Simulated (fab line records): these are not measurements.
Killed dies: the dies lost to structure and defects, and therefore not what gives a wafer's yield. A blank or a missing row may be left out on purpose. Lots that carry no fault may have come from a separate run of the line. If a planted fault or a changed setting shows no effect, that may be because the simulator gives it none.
fab line records ; flow sky130
[record] lots = 7; wafers = 21; lastDay = 50
route steps=708 shown LDD_HVN@274 LDD_HVP@278 PAD_OPEN@708
lots that met no fault: from a run of the same line without faults
startH: hours from the record's first day to the start of the lot's first wafer shown ; waitH: how many hours have passed since the lot's step before this one ; " same as the row above ; L1.1+2: a row that stands for several wafers ; - no value, or no start given ; * or withheld: withheld ; < > ~ a bound
route shown NAME@n: a module of which the file shows steps, and the number in the route of the first ; usual: the fault-free wafers' mean and standard deviation ; same: alike in all rows ; chamber/n: place in a boat ; sites: per-site readings ; _std_site: how widely they spread, as a standard deviation ; _edge_site: outer sites' mean less inner sites' ; radiusMm: for every site, how far away it sits from the centre of the wafer ; mask NAME#n: copy n ; behind: tool/chamber where the wafer was last shaped ; hold: what put the lot on hold/how long, in hours/how the hold closed ; device: the transistor (n, p or np) that didn't switch ; end of line: the route-end tests of the same wafers ; a step given without rows: its recipe and nothing more ; killed: count of dies lost to structure and defects at first sort (not the wafer's yield) ; map: the dies of a wafer, with x for killed, . for not killed, _ for no die there
set.NAME: setting as actually run; set.NAME@STEP: the setting as run at that earlier step ; model.NAME: the simulator's own value behind a step, which no gauge read
lots at some steps of the route; a table a step, a row a wafer
services: from which hour (startH, from the record's first day; less than 0 if before it) a tool's chamber was out of use, for how many hours, and why
[[steps]]
[step SKY_LDD_HVN_OVL_MEAS_07]
[usual] LDD_HVN_OVL = 0.6/1.4
lot.wafer;tool;chamber;startH;waitH;LDD_HVN_OVL[nm]
L796.1;overlay-01;-;505.81;0.1;-0.2
L796.3;overlay-01;-;505.81;0.1;1.0
L796.4;overlay-01;-;505.81;0.1;1.6
L799.2;overlay-01;-;527.62;0.1;-1.1
L799.3;overlay-01;-;527.62;0.1;0.3
L799.6;overlay-01;-;527.62;0.1;-1.4
L805.2;overlay-02;-;576.66;0.1;0.4
L805.3;overlay-02;-;576.66;0.1;0.9
L805.4;overlay-02;-;576.66;0.1;-0.1
L811.2;overlay-01;-;628.02;0.1;1.6
L811.3;overlay-01;-;628.02;0.1;1.7
L811.6;overlay-01;-;628.02;0.1;2.0
L812.2;overlay-01;-;629.76;0.1;1.7
L812.4;overlay-01;-;629.76;0.1;1.2
L812.5;overlay-01;-;629.76;0.1;3.6
L813.1;overlay-01;-;635.56;0.1;-1.4
L813.4;overlay-01;-;635.56;0.1;-2.2
L813.6;overlay-01;-;635.56;0.1;0.8
L816.2;overlay-01;-;673.71;0.1;0.2
L816.3;overlay-01;-;673.71;0.1;0.9
L816.5;overlay-01;-;673.71;0.1;-0.2
[step SKY_LDD_HVN_IMPLANT_08]
[recipe] species = P; energyKev = 60; doseCm2 = 3e+13; tiltDeg = 40
[step SKY_LDD_HVN_STRIP_09]
[recipe] chemistry = O2/N2; powerW = 1400; pressureMtorr = 1500; platenTempC = withheld; o2FlowSccm = 3000; n2FlowSccm = 300; overashFraction = 0.5
[usual] drypumpMotorCurrentA = 5.5/0.34; n2FlowSccm = 300.2/0.95; oesProductAu = 0.408/0.0042; stripTimeToEndpointS = 4.136/0.014
lot.wafer;tool;chamber;startH;waitH;drypumpMotorCurrentA;n2FlowSccm;oesProductAu;rfHoursCounterH;stripTimeToEndpointS
L796.1;plasmaAsher-01;1;505.99;0.1;5.6;298.0;0.407;39;4.132
L796.3;plasmaAsher-01;0;505.99;0.1;5.7;299.5;0.404;-;4.127
L796.4;plasmaAsher-01;1;505.99;0.1;5.6;300.9;0.408;-;4.158
L799.2;plasmaAsher-02;0;527.80;0.1;5.9;300.9;0.404;84;4.146
L799.3;plasmaAsher-02;1;527.80;0.1;5.0;300.5;0.411;-;4.136
L799.6;plasmaAsher-02;0;527.80;0.1;5.9;300.5;0.406;-;4.148
L805.2;plasmaAsher-03;1;576.84;0.1;5.7;300.8;0.409;15;4.134
L805.3;plasmaAsher-03;1;576.84;0.1;5.7;300.3;0.407;-;4.133
L805.4;plasmaAsher-03;0;576.84;0.1;4.9;299.8;0.408;-;4.112
L811.2;plasmaAsher-01;0;628.20;0.1;5.7;299.5;0.417;51;4.128
L811.3;plasmaAsher-01;1;628.20;0.1;5.6;300.4;0.409;-;4.129
L811.6;plasmaAsher-01;1;628.20;0.1;5.6;302.2;0.411;-;4.124
L812.2;plasmaAsher-01;1;630.09;0.1;5.6;300.1;0.411;51;4.139
L812.4;plasmaAsher-01;1;630.09;0.1;5.6;301.5;0.410;-;4.129
L812.5;plasmaAsher-01;1;630.09;0.1;5.6;299.5;0.413;-;4.113
L813.1;plasmaAsher-03;0;635.75;0.1;4.9;300.3;0.409;21;4.172
L813.4;plasmaAsher-03;0;635.75;0.1;4.9;299.6;0.413;-;4.170
L813.6;plasmaAsher-03;0;635.75;0.1;4.9;299.1;0.412;-;4.158
L816.2;plasmaAsher-03;1;673.96;0.1;5.7;301.1;0.401;25;4.156
L816.3;plasmaAsher-03;0;673.96;0.1;4.9;299.2;0.412;-;4.140
L816.5;plasmaAsher-03;0;673.96;0.1;4.9;299.7;0.410;-;4.132
[step SKY_LDD_HVN_TW_MEAS_10]
[usual] LDD_HVN_TW = 1436/13
lot.wafer;tool;chamber;startH;waitH;LDD_HVN_TW
L796.1;filmMetro-02;-;506.09;0.1;1441
L796.3;filmMetro-02;-;506.09;0.1;1440
L796.4;filmMetro-02;-;506.09;0.1;1442
L799.2;filmMetro-02;-;527.91;0.1;1447
L799.3;filmMetro-02;-;527.91;0.1;1441
L799.6;filmMetro-02;-;527.91;0.1;1438
L805.2;filmMetro-03;-;576.95;0.1;1416
L805.3;filmMetro-03;-;576.95;0.1;1418
L805.4;filmMetro-03;-;576.95;0.1;1413
L811.2;filmMetro-01;-;628.31;0.1;1431
L811.3;filmMetro-01;-;628.31;0.1;1437
L811.6;filmMetro-01;-;628.31;0.1;1428
L812.2;filmMetro-02;-;630.20;0.1;1452
L812.4;filmMetro-02;-;630.20;0.1;1451
L812.5;filmMetro-02;-;630.20;0.1;1454
L813.1;filmMetro-01;-;635.85;0.1;1436
L813.4;filmMetro-01;-;635.85;0.1;1437
L813.6;filmMetro-01;-;635.85;0.1;1441
L816.2;filmMetro-01;-;674.07;0.1;1444
L816.3;filmMetro-01;-;674.07;0.1;1444
L816.5;filmMetro-01;-;674.07;0.1;1437
[step SKY_LDD_HVP_DEHYDRATE_00]
[recipe] tempC = 200; timeS = 60
[step SKY_LDD_HVP_HMDS_01]
[recipe] primeTimeS = 60; primeTempC = 120
[step SKY_LDD_HVP_COAT_02]
[recipe] resist = NOVOLAK; spinRpm = 3000; resistThkNm = 300
[step SKY_LDD_HVP_SOFTBAKE_03]
[recipe] tempC = 90; timeS = 60; resist = NOVOLAK
[step SKY_LDD_HVP_EXPOSE_04]
[recipe] maskId = HVPTM; na = 0.6; sourceShape = conventional; sigmaOuter = 0.6; polarization = unpolarized; targetCdNm = 700; doseMj = 86
[step SKY_LDD_HVP_PEB_05]
[recipe] tempC = withheld; timeS = *; resist = NOVOLAK
[step SKY_LDD_HVP_DEVELOP_06]
[recipe] resist = NOVOLAK; developer = TMAH; developTimeS = 60; devTempC = 23
[step SKY_LDD_HVP_OVL_MEAS_07]
[usual] LDD_HVP_OVL = 0.4/1.5
lot.wafer;tool;chamber;startH;waitH;LDD_HVP_OVL[nm]
L796.1;overlay-02;-;536.93;0.1;1.6
L796.3;overlay-02;-;536.93;0.1;0.3
L796.4;overlay-02;-;536.93;0.1;0.0
L799.2;overlay-01;-;557.66;0.1;-1.5
L799.3;overlay-01;-;557.66;0.1;-1.5
L799.6;overlay-01;-;557.66;0.1;-1.7
L805.2;overlay-02;-;606.14;0.1;-1.5
L805.3;overlay-02;-;606.14;0.1;-1.3
L805.4;overlay-02;-;606.14;0.1;-0.8
L811.2;overlay-02;-;657.29;0.1;0.1
L811.3;overlay-02;-;657.29;0.1;0.1
L811.6;overlay-02;-;657.29;0.1;0.5
L812.2;overlay-01;-;659.44;0.1;0.7
L812.4;overlay-01;-;659.44;0.1;1.2
L812.5;overlay-01;-;659.44;0.1;-2.3
L813.1;overlay-02;-;664.58;0.1;1.7
L813.4;overlay-02;-;664.58;0.1;1.1
L813.6;overlay-02;-;664.58;0.1;0.6
L816.2;overlay-02;-;702.17;0.1;0.7
L816.3;overlay-02;-;702.17;0.1;3.8
L816.5;overlay-02;-;702.17;0.1;0.0
[step SKY_LDD_HVP_IMPLANT_08]
[recipe] species = B; energyKev = 20; doseCm2 = 1.7e+13; tiltDeg = 17.9
[usual] beamEnergyKeV = 20.000/0.0055; beamOnS = 10.01/0.21; doseIonsCm2 = 1.6994e+13/1.9e+10
lot.wafer;tool;chamber;startH;waitH;beamEnergyKeV;beamOnS;doseIonsCm2;model.implant.rpNm;model.implant.drpNm
L796.1;implanter-02;0;536.97;0.0;20.012;9.98;1.6995e+13;65.08;28.53
L796.3;implanter-02;0;536.97;0.0;20.000;10.18;1.6994e+13;65.08;28.53
L796.4;implanter-02;0;536.97;0.0;20.005;9.78;1.7003e+13;65.08;28.53
L799.2;implanter-04;0;557.72;0.0;20.002;10.10;1.6982e+13;63.65;28.53
L799.3;implanter-04;0;557.72;0.0;20.003;9.91;1.6986e+13;63.65;28.53
L799.6;implanter-04;0;557.72;0.0;20.002;10.08;1.6976e+13;63.65;28.53
L805.2;implanter-04;0;606.19;0.0;19.996;10.15;1.6978e+13;63.86;28.53
L805.3;implanter-04;0;606.19;0.0;19.997;9.75;1.6982e+13;63.86;28.53
L805.4;implanter-04;0;606.19;0.0;19.998;9.99;1.7009e+13;63.86;28.53
L811.2;implanter-02;0;657.34;0.0;25.092;9.57;1.6963e+13;77.85;36.08
L811.3;implanter-02;0;657.34;0.0;25.092;9.90;1.6996e+13;77.85;36.08
L811.6;implanter-02;0;657.34;0.0;25.090;9.83;1.7025e+13;77.85;36.08
L812.2;implanter-02;0;659.49;0.0;25.092;9.92;1.6982e+13;76;36.08
L812.4;implanter-02;0;659.49;0.0;25.090;9.89;1.6994e+13;76;36.08
L812.5;implanter-02;0;659.49;0.0;25.092;9.41;1.6989e+13;76;36.08
L813.1;implanter-02;0;664.62;0.0;25.107;10.21;1.7003e+13;81.67;36.08
L813.4;implanter-02;0;664.62;0.0;25.100;9.78;1.6983e+13;81.67;36.08
L813.6;implanter-02;0;664.62;0.0;25.103;9.93;1.7008e+13;81.67;36.08
L816.2;implanter-04;0;702.22;0.0;19.998;10.36;1.6969e+13;63.2;28.53
L816.3;implanter-04;0;702.22;0.0;19.988;9.62;1.6984e+13;63.2;28.53
L816.5;implanter-04;0;702.22;0.0;19.998;10.17;1.6998e+13;63.2;28.53
[step SKY_LDD_HVP_STRIP_09]
[recipe] chemistry = O2/N2; powerW = 1400; pressureMtorr = 1500; platenTempC = withheld; o2FlowSccm = 3000; n2FlowSccm = 300; overashFraction = 0.5
[usual] drypumpMotorCurrentA = 5.5/0.55; n2FlowSccm = 299.9/0.92; oesProductAu = 0.408/0.0041; stripTimeToEndpointS = 4.135/0.014
lot.wafer;tool;chamber;startH;waitH;drypumpMotorCurrentA;n2FlowSccm;oesProductAu;rfHoursCounterH;stripTimeToEndpointS
L796.1;plasmaAsher-03;0;537.12;0.1;4.9;300.1;0.410;11;4.134
L796.3;plasmaAsher-03;1;537.12;0.1;5.7;299.6;0.402;-;4.151
L796.4;plasmaAsher-03;0;537.12;0.1;4.9;299.2;0.418;-;4.140
L799.2;plasmaAsher-04;0;557.84;0.1;6.2;299.9;0.404;74;4.147
L799.3;plasmaAsher-04;0;557.84;0.1;6.2;301.2;0.413;-;4.111
L799.6;plasmaAsher-04;0;557.84;0.1;6.2;299.9;0.407;-;4.120
L805.2;plasmaAsher-04;1;606.32;0.1;4.8;299.6;0.408;78;4.136
L805.3;plasmaAsher-04;1;606.32;0.1;4.8;299.5;0.406;-;4.140
L805.4;plasmaAsher-04;0;606.32;0.1;6.2;301.3;0.413;-;4.126
L811.2;plasmaAsher-03;1;657.47;0.1;5.7;298.8;0.411;23;4.137
L811.3;plasmaAsher-03;0;657.47;0.1;4.9;300.2;0.405;-;4.118
L811.6;plasmaAsher-03;1;657.47;0.1;5.7;298.4;0.409;-;4.123
L812.2;plasmaAsher-04;0;659.62;0.1;6.2;298.4;0.408;84;4.144
L812.4;plasmaAsher-04;0;659.62;0.1;6.2;298.8;0.409;-;4.126
L812.5;plasmaAsher-04;0;659.62;0.1;6.2;299.0;0.407;-;4.157
L813.1;plasmaAsher-03;0;664.77;0.1;4.9;299.9;0.401;23;4.135
L813.4;plasmaAsher-03;1;664.77;0.1;5.7;301.3;0.410;-;4.124
L813.6;plasmaAsher-03;0;664.77;0.1;4.9;299.3;0.405;-;4.142
L816.2;plasmaAsher-01;0;702.35;0.1;5.7;299.3;0.410;58;4.119
L816.3;plasmaAsher-01;0;702.35;0.1;5.7;300.6;0.413;-;4.104
L816.5;plasmaAsher-01;0;702.35;0.1;5.7;300.8;0.411;-;4.116
[step SKY_LDD_HVP_TW_MEAS_10]
[usual] LDD_HVP_TW = 454/4
lot.wafer;tool;chamber;startH;waitH;hold;LDD_HVP_TW
L796.1;filmMetro-01;-;537.22;0.1;-;456
L796.3;filmMetro-01;-;537.22;0.1;-;458
L796.4;filmMetro-01;-;537.22;0.1;-;458
L799.2;filmMetro-03;-;557.95;0.1;-;452
L799.3;filmMetro-03;-;557.95;0.1;-;448
L799.6;filmMetro-03;-;557.95;0.1;-;449
L805.2;filmMetro-01;-;606.43;0.1;-;460
L805.3;filmMetro-01;-;606.43;0.1;-;458
L805.4;filmMetro-01;-;606.43;0.1;-;457
L811.2;filmMetro-03;-;657.58;0.1;awaitDispo/0.2h/release;473
L811.3;filmMetro-03;-;657.58;0.1;awaitDispo/0.2h/release;470
L811.6;filmMetro-03;-;657.58;0.1;awaitDispo/0.2h/release;471
L811.2;filmMetro-03;-;657.80;0.2;-;473
L811.3;filmMetro-03;-;657.80;0.2;-;474
L811.6;filmMetro-03;-;657.80;0.2;-;472
L812.2;filmMetro-01;-;659.73;0.1;awaitDispo/0.2h/release;479
L812.4;filmMetro-01;-;659.73;0.1;awaitDispo/0.2h/release;481
L812.5;filmMetro-01;-;659.73;0.1;awaitDispo/0.2h/release;479
L812.2;filmMetro-01;-;659.95;0.2;-;478
L812.4;filmMetro-01;-;659.95;0.2;-;478
L812.5;filmMetro-01;-;659.95;0.2;-;478
L813.1;filmMetro-03;-;664.87;0.1;awaitDispo/0.2h/release;474
L813.4;filmMetro-03;-;664.87;0.1;awaitDispo/0.2h/release;473
L813.6;filmMetro-03;-;664.87;0.1;awaitDispo/0.2h/release;472
L813.1;filmMetro-03;-;665.16;0.3;-;471
L813.4;filmMetro-03;-;665.16;0.3;-;473
L813.6;filmMetro-03;-;665.16;0.3;-;470
L816.2;filmMetro-04;-;702.46;0.1;-;454
L816.3;filmMetro-04;-;702.46;0.1;-;456
L816.5;filmMetro-04;-;702.46;0.1;-;455
[step SKY_PAD_OPEN_PROBE_99]
[usual] killed_at_M0_to_M3 = 43/7.2; killed_at_M4_up = 3.0/2; killedAtContacts = 24/5.5; killedAtFrontEnd = 15/4.2; killedAtOther = 0.3/0.51; killedDies = 85/10; killedOpen = 46/7.3; killedShort = 38/6.4
[same] grossDies = 492; killedAtBackSide = 0
lot.wafer;tool;chamber;startH;waitH;killed_at_M0_to_M3;killed_at_M4_up;killedAtContacts;killedAtFrontEnd;killedAtOther;killedDies;killedOpen;killedShort;model.etest.tip_p_5v.rsOhmSq;model.etest.pfetG5v0d10v5.rOnOhmUm;model.etest.pfetG5v0d10v5.driveUaUm;model.etest.pfetG5v0d10v5.offLog10AUm;model.etest.pfetG5v0d10v5.vtSatV
L796.1;prober-01;-;1104.60;0.1;33;1;25;17;0;76;45;31;2854;4764;339.9;-12.21;-0.6029
L796.3;prober-01;-;1104.70;0.2;49;0;28;21;0;98;49;49;2865;4763;341.3;-12.41;-0.6159
L796.4;prober-01;-;1104.75;0.2;36;5;24;8;0;73;43;30;2861;4855;336.2;-12.66;-0.6503
L799.2;prober-02;-;1120.75;0.1;37;4;26;16;0;83;37;46;2869;4751;341.1;-12.09;-0.5917
L799.3;prober-02;-;1120.80;0.2;40;4;29;17;0;90;48;42;2848;4751;341.9;-12.28;-0.6072
L799.6;prober-02;-;1120.95;0.2;28;3;20;17;0;68;35;33;2854;4744;339.7;-12.34;-0.6302
L805.2;prober-01;-;1152.69;0.1;37;5;19;15;0;76;31;45;2819;4728;345.3;-12.25;-0.608
L805.3;prober-01;-;1152.74;0.2;38;4;23;10;0;75;42;33;2813;4742;345.5;-12.29;-0.6125
L805.4;prober-01;-;1152.79;0.2;45;7;19;12;0;83;51;32;2818;4753;344.7;-12.07;-0.5812
L811.2;prober-01;-;1182.27;0.1;23;1;18;11;0;53;27;26;2773;4651;350.9;-11.73;-0.5625
L811.3;prober-01;-;1182.32;0.2;38;3;22;12;1;76;38;38;2752;4662;351.2;-11.98;-0.5716
L811.6;prober-01;-;1182.47;0.2;41;0;24;12;0;77;42;35;2770;4648;353.2;-11.7;-0.5494
L812.2;prober-02;-;1184.77;0.1;43;2;16;13;0;74;37;37;2775;4675;351.6;-12.15;-0.6023
L812.4;prober-02;-;1184.87;0.2;50;2;30;12;0;94;49;45;2797;4694;351.7;-12.36;-0.6097
L812.5;prober-02;-;1184.92;0.2;37;7;22;12;0;78;38;40;2795;4717;348.9;-12.1;-0.59
L813.1;prober-01;-;1187.18;0.1;38;3;27;17;0;85;44;41;2722;4736;342.2;-12.13;-0.5914
L813.4;prober-01;-;1187.33;0.2;34;3;19;12;1;69;40;29;2728;4701;346.8;-12.15;-0.5906
L813.6;prober-01;-;1187.43;0.2;43;2;20;15;0;80;44;36;2749;4680;348.4;-11.77;-0.5599
L816.2;prober-01;-;1211.03;0.1;42;3;25;14;1;85;46;39;2851;4777;343.8;-12.27;-0.6054
L816.3;prober-01;-;1211.08;0.2;51;14;14;14;0;93;47;46;2868;4748;343.9;-12.53;-0.6243
L816.5;prober-01;-;1211.18;0.2;54;3;16;21;0;94;48;46;2865;4764;340.3;-12.57;-0.6343
// killed by level:class
L796.1 CONTACT:geometricParticle:open=11 LI_CONTACT:geometricParticle:open=7 VIA1:geometricParticle:open=6 VIA2:geometricParticle:open=5 METAL3:geometricParticle:short=5 POLY_GATE:geometricParticle:open=4 POLY_GATE:geometricParticle:short=4 VIA2:geometricParticle:short=4
L796.3 LI_CONTACT:geometricParticle:open=11 METAL1:geometricParticle:short=9 VIA3:geometricParticle:open=9 CONTACT:geometricParticle:open=8 VIA1:geometricParticle:short=7 POLY_GATE:geometricParticle:short=5 SPACER:geometricParticle:open=5 CONTACT:geometricParticle:short=4
L796.4 CONTACT:geometricParticle:open=10 VIA1:geometricParticle:open=9 LI_CONTACT:geometricParticle:open=7 VIA3:geometricParticle:open=7 VIA1:geometricParticle:short=5 POLY_GATE:geometricParticle:short=4 METAL2:geometricParticle:short=4 LOCAL_INTERCONNECT:geometricParticle:short=3
L799.2 CONTACT:geometricParticle:open=8 METAL1:geometricParticle:short=7 VIA3:geometricParticle:open=7 CONTACT:geometricParticle:short=6 FIELD_ISO:geometricParticle:short=5 LI_CONTACT:geometricParticle:open=5 POLY_GATE:geometricParticle:short=5 LOCAL_INTERCONNECT:geometricParticle:short=5
L799.3 LI_CONTACT:geometricParticle:open=10 VIA2:geometricParticle:open=10 CONTACT:geometricParticle:open=9 METAL2:geometricParticle:short=6 VIA1:geometricParticle:open=6 POLY_GATE:geometricParticle:short=5 CONTACT:geometricParticle:short=5 METAL1:geometricParticle:short=5
L799.6 CONTACT:geometricParticle:open=9 POLY_GATE:geometricParticle:open=7 CONTACT:geometricParticle:short=6 VIA2:geometricParticle:open=6 FIELD_ISO:geometricParticle:short=5 METAL1:geometricParticle:short=4 VIA1:geometricParticle:open=4 LOCAL_INTERCONNECT:geometricParticle:short=3
L805.2 VIA1:geometricParticle:open=7 METAL2:geometricParticle:short=6 CONTACT:geometricParticle:short=6 LI_CONTACT:geometricParticle:open=5 POLY_GATE:geometricParticle:short=5 LOCAL_INTERCONNECT:geometricParticle:short=5 METAL3:geometricParticle:short=5 VIA2:geometricParticle:open=5
L805.3 CONTACT:geometricParticle:open=9 LI_CONTACT:geometricParticle:open=7 VIA1:geometricParticle:open=7 VIA1:geometricParticle:short=6 VIA2:geometricParticle:open=6 LOCAL_INTERCONNECT:geometricParticle:short=5 METAL2:geometricParticle:short=4 VIA3:geometricParticle:open=4
L805.4 VIA1:geometricParticle:open=13 CONTACT:geometricParticle:open=11 METAL2:geometricParticle:short=6 VIA1:geometricParticle:short=5 VIA2:geometricParticle:open=5 METAL1:geometricParticle:short=4 POLY_GATE:geometricParticle:open=4 LI_CONTACT:geometricParticle:open=4
L811.2 VIA1:geometricParticle:open=7 LI_CONTACT:geometricParticle:open=5 LI_CONTACT:geometricParticle:short=4 CONTACT:geometricParticle:open=4 VIA3:geometricParticle:open=4 POLY_GATE:geometricParticle:short=3 CONTACT:geometricParticle:short=3 METAL1:geometricParticle:short=3
L811.3 LI_CONTACT:geometricParticle:open=9 CONTACT:geometricParticle:open=7 FIELD_ISO:geometricParticle:short=6 VIA1:geometricParticle:open=6 METAL2:geometricParticle:short=6 VIA3:geometricParticle:open=5 METAL3:geometricParticle:short=4 VIA2:geometricParticle:open=3
L811.6 VIA1:geometricParticle:open=11 LI_CONTACT:geometricParticle:open=8 METAL1:geometricParticle:short=7 CONTACT:geometricParticle:open=6 CONTACT:geometricParticle:short=5 VIA2:geometricParticle:open=4 METAL3:geometricParticle:short=4 FIELD_ISO:geometricParticle:short=3
L812.2 VIA1:geometricParticle:open=10 VIA3:geometricParticle:open=8 LOCAL_INTERCONNECT:geometricParticle:short=5 METAL2:geometricParticle:short=5 FIELD_ISO:geometricParticle:open=4 CONTACT:geometricParticle:short=4 CONTACT:geometricParticle:open=4 VIA1:geometricParticle:short=4
L812.4 VIA1:geometricParticle:open=12 CONTACT:geometricParticle:open=9 VIA1:geometricParticle:short=9 VIA3:geometricParticle:open=9 LI_CONTACT:geometricParticle:open=8 METAL2:geometricParticle:short=7 POLY_GATE:geometricParticle:short=5 POLY_GATE:geometricParticle:open=5
L812.5 VIA1:geometricParticle:open=10 CONTACT:geometricParticle:open=9 VIA2:geometricParticle:open=7 CONTACT:geometricParticle:short=7 METAL1:geometricParticle:short=7 METAL4:geometricParticle:short=5 VIA1:geometricParticle:short=4 POLY_GATE:geometricParticle:open=4
L813.1 CONTACT:geometricParticle:open=11 VIA1:geometricParticle:open=9 VIA3:geometricParticle:open=7 POLY_GATE:geometricParticle:open=6 POLY_GATE:geometricParticle:short=5 CONTACT:geometricParticle:short=5 VIA3:geometricParticle:short=5 METAL2:geometricParticle:short=5
L813.4 VIA1:geometricParticle:open=7 VIA3:geometricParticle:open=7 METAL2:geometricParticle:short=6 LI_CONTACT:geometricParticle:open=5 LOCAL_INTERCONNECT:geometricParticle:short=5 CONTACT:geometricParticle:open=5 VIA2:geometricParticle:open=4 FIELD_ISO:geometricParticle:open=3
L813.6 VIA3:geometricParticle:open=8 CONTACT:geometricParticle:open=6 CONTACT:geometricParticle:short=6 METAL1:geometricParticle:short=6 METAL2:geometricParticle:short=6 VIA2:geometricParticle:open=6 POLY_GATE:geometricParticle:open=5 LI_CONTACT:geometricParticle:open=5
L816.2 CONTACT:geometricParticle:open=14 VIA1:geometricParticle:open=12 POLY_GATE:geometricParticle:short=8 VIA2:geometricParticle:open=5 VIA1:geometricParticle:short=5 VIA3:geometricParticle:open=5 METAL2:geometricParticle:short=4 LOCAL_INTERCONNECT:geometricParticle:short=4
L816.3 VIA1:geometricParticle:open=12 METAL4:geometricParticle:short=10 VIA3:geometricParticle:open=7 CONTACT:geometricParticle:open=7 VIA2:geometricParticle:open=6 VIA1:geometricParticle:short=5 POLY_GATE:geometricParticle:short=5 VIA2:geometricParticle:short=5
L816.5 VIA1:geometricParticle:open=12 METAL1:geometricParticle:short=9 CONTACT:geometricParticle:open=8 VIA2:geometricParticle:open=8 FIELD_ISO:geometricParticle:open=6 POLY_GATE:geometricParticle:short=5 VIA1:geometricParticle:short=5 FIELD_ISO:geometricParticle:short=4
[[services]]
tool;chamber;startH;hours;kind
implanter-04;-;485.54;11.1;repair
implanter-02;-;486.14;4.9;pm
implanter-02;-;509.15;1.8;repair
implanter-04;-;540.93;0.9;repair
plasmaAsher-03;-;552.33;1.2;repair
implanter-02;-;574.09;1.4;repair
plasmaAsher-02;-;578.95;2.8;pm
implanter-02;-;585.12;6.6;repair
implanter-02;-;614.53;7.2;repair
plasmaAsher-01;-;664.32;2.1;repair
implanter-04;-;673.35;4.7;pm
plasmaAsher-03;-;679.27;0.9;repair
[[key]]
[firstSign] step = SKY_LDD_HVP_IMPLANT_08; reading = beamEnergyKeV; direction = up; sigmas = 99+; usual = *; struck = *
[effect] step = SKY_LDD_HVP_TW_MEAS_10; reading = visit; direction = added
[effect] step = SKY_LDD_HVP_TW_MEAS_10; reading = LDD_HVP_TW; direction = up; sigmas = 5; usual = 454; struck = 475
[modelEffect] step = SKY_LDD_HVP_IMPLANT_08; value = implant.rpNm; without = 62.72; struck = 78.51
[modelEffect] step = SKY_PAD_OPEN_PROBE_99; value = etest.tip_p_5v.rsOhmSq; without = 2872; struck = 2762
metAt SKY_LDD_HVP_IMPLANT_08
struckWafers L811.2,L811.3,L811.6,L812.2,L812.4,L812.5,L813.1,L813.4,L813.6
testerLeftOut L811,L812,L813
onsetBetween 536.97 657.34
[fault] kind = processParameterDrift; tool = implanter-02; chamber = -; onsetH = 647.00; steps = SKY_LDD_HVP_IMPLANT_08; channel = energyKev; offset = *; shape = step; endH = 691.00; actsIn = *; stated = *
// testerLeftOut: of these lots the tester's yield and bins aren't shown, on N5 and GAA mostly nor the transistor test; their killed dies are dies lost to structure and defects alone, not to doping, threshold or leakage, so they don't give the yield
